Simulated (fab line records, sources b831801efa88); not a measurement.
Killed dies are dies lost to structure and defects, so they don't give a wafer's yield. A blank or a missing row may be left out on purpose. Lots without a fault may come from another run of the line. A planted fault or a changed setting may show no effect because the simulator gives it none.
Problem report in the 8D (eight disciplines) form, filled by code | flow sky130 | the parts of the form that need people (team, actions taken, sign-off) are left out

1. THE PROBLEM
POLY_GATE_CVD_00_THK at SKY_POLY_GATE_THK_MEAS_01 reads a mean of 97.1 nm on 6 wafers of 2 lots; wafers without a fault read 180.2 nm with a standard deviation of 1.7. That is -49 standard deviations from the usual mean.
First seen on wafer L593.3, day 20 02:07, on film_metro-01. The record holds 33 wafers of 11 lots with a number at this step. Rule for "out", or "out of limits": more than 4 standard deviations from the usual mean. The other wafers with a number count as sound.

2. WHAT IT IS AND WHAT IT IS NOT
question                    | is                           | is not
which readings at this step | POLY_GATE_CVD_00_THK         | -
which lots                  | L593, L594                   | L575, L576, L577, L578, L580, L581, L582, L583, L588
which wafers of those lots  | all that have a number       | -
read on which gauges        | film_metro-01, film_metro-02 | film_metro-04
when                        | from day 20 02:07            | up to then (27 sound wafers)

3. SUSPECTS, AND WHAT RULES EACH OUT
Counting: a tool at a process step up to the reading stays a suspect if it ran every lot that is out and no sound lot after the first of them.
- the gauge at SKY_POLY_GATE_THK_MEAS_01: ruled out. The wafers that are out were read on 2 gauges (film_metro-01, film_metro-02).
- lpcvd-01 at SKY_POLY_GATE_CVD_00 (deposits poly-Si, target thk 180 nm, time 720 s): kept. It ran every lot that is out, first L593 (day 20 00:54), and no sound lot after that; its last sound lot up to then is L588 (day 18 09:33).
Left after counting: lpcvd-01 at SKY_POLY_GATE_CVD_00.

4. THE CAUSE (what the simulator had put in)
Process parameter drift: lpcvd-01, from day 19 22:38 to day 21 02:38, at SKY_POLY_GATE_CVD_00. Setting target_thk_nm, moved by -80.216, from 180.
Counting left only this tool.

5. THE CHAIN OF EFFECTS, in route order
Each row: a reading whose mean over the struck wafers that have a number lies more than 3 standard deviations from the usual. Only readings for which the record gives a usual standard deviation are gone through. hours: the time from each lot's start at the first step in this table that gives one to its start at this step, as a median over the lots. sigmas: the change in usual standard deviations.
hours | step                      | reading              | usual      | on struck wafers | change | sigmas
0     | SKY_POLY_GATE_THK_MEAS_01 | POLY_GATE_CVD_00_THK | 180.2 nm   | 97.1             | -83.1  | -49
64    | SKY_POLY_GATE_ETCH_17     | oes_product_au       | 0.987 a.u. | 0.662            | -0.325 | -44
The process steps in it:
- SKY_POLY_GATE_ETCH_17: etches poly-Si in HBr/Cl2, stops on SiO2, target depth 180 nm, time 70.5 s.

6. WHAT WOULD HAVE CAUGHT IT SOONER
In this record the first reading out of limits at a measuring or inspecting step was taken at day 20 02:07, 3 hours after the fault began at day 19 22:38.
Of the tool readings at SKY_POLY_GATE_CVD_00 for which the record gives a usual standard deviation, none was out on any struck wafer, so an alarm limit of 4 standard deviations on them would not have fired.
Of the lots that are out (2), L594 began SKY_POLY_GATE_CVD_00 on lpcvd-01 after day 20 02:07. A hold on the tool at that time would have spared it.
